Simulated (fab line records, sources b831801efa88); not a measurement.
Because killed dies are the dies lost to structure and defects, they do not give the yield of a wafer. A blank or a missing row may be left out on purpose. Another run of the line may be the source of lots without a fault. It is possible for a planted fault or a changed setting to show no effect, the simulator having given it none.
Matching of chambers | flow sky130 | SKY_POLY_GATE_ETCH_17 on rie si-02: 4 sister chambers
The step etches poly-Si in HBr/Cl2, stops on SiO2, target depth 180 nm, time 70.5 s. 14 wafers are shown with their chamber, then 7 later ones without.

EACH WAFER AND ITS CHAMBER
wafer  | chamber | drypump motor current A (A) | oes product au (a.u.) | HBr_flow_sccm (sccm)
L684.1 | 0       | 5.68                        | 0.984                 | 149.8
L684.2 | 1       | 5.39                        | 0.989                 | 150.3
L684.6 | 2       | 6.07                        | 0.986                 | 150.7
L691.1 | 2       | 6.05                        | 0.982                 | 150.5
L691.5 | 1       | 5.39                        | 0.980                 | 150.4
L691.6 | 0       | 5.68                        | 0.980                 | 150.3
L695.2 | 1       | 5.39                        | 0.995                 | 151.3
L695.4 | 3       | 5.69                        | 0.996                 | 149.8
L695.5 | 0       | 5.67                        | 0.993                 | 150.5
L697.3 | 0       | 5.70                        | 0.991                 | 150.6
L697.5 | 2       | 6.07                        | 0.974                 | 150.1
L697.6 | 1       | 5.38                        | 0.978                 | 149.5
L699.2 | 2       | 6.08                        | 0.996                 | 150.5
L699.4 | 0       | 5.69                        | 0.983                 | 150.3

SIGNATURES, as means of the wafers listed above
reading                 | chamber 0 | chamber 1 | chamber 2 | chamber 3 | scatter within a chamber
drypump motor current A | 5.6840    | 5.3875    | 6.0675    | 5.6900    | 0.0103
oes product au          | 0.98620   | 0.98550   | 0.98450   | 0.99600   | 0.0075
HBr_flow_sccm           | 150.300   | 150.375   | 150.450   | 149.800   | 0.469
Rule: distance of a wafer from a chamber = root of the sum over the readings of ((wafer's reading minus chamber's mean) / reading's scatter) squared. If the next closest chamber is less than 2 further off than the closest, the wafer can't be placed; otherwise it belongs to the closest. The scatter is the square root of a quotient: the sum, over the shown wafers, of each reading's squared deviation from its chamber's mean, divided by wafers minus chambers.

WAFERS WITHOUT THEIR CHAMBER
wafer  | drypump motor current A (A) | oes product au (a.u.) | HBr_flow_sccm (sccm)
L699.6 | 5.71                        | 0.995                 | 150.4
L701.1 | 6.07                        | 0.993                 | 150.2
L701.3 | 5.70                        | 0.983                 | 150.0
L701.6 | 6.08                        | 0.979                 | 149.9
L703.4 | 6.06                        | 0.981                 | 149.5
L703.5 | 5.70                        | 0.988                 | 148.9
L703.6 | 5.38                        | 0.988                 | 150.4

CHAMBER TAKEN BY EACH
wafer  | from the rows above     | in truth
L699.6 | can't be placed: 3 or 0 | 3
L701.1 | 2                       | 2
L701.3 | can't be placed: 0 or 3 | 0
L701.6 | 2                       | 2
L703.4 | 2                       | 2
L703.5 | can't be placed: 3 or 0 | 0
L703.6 | 1                       | 1
Correctly placed: 4 of 7. Can't be placed from these rows: 3 (the true chamber is among the candidates in 3). 0 placed wrongly.
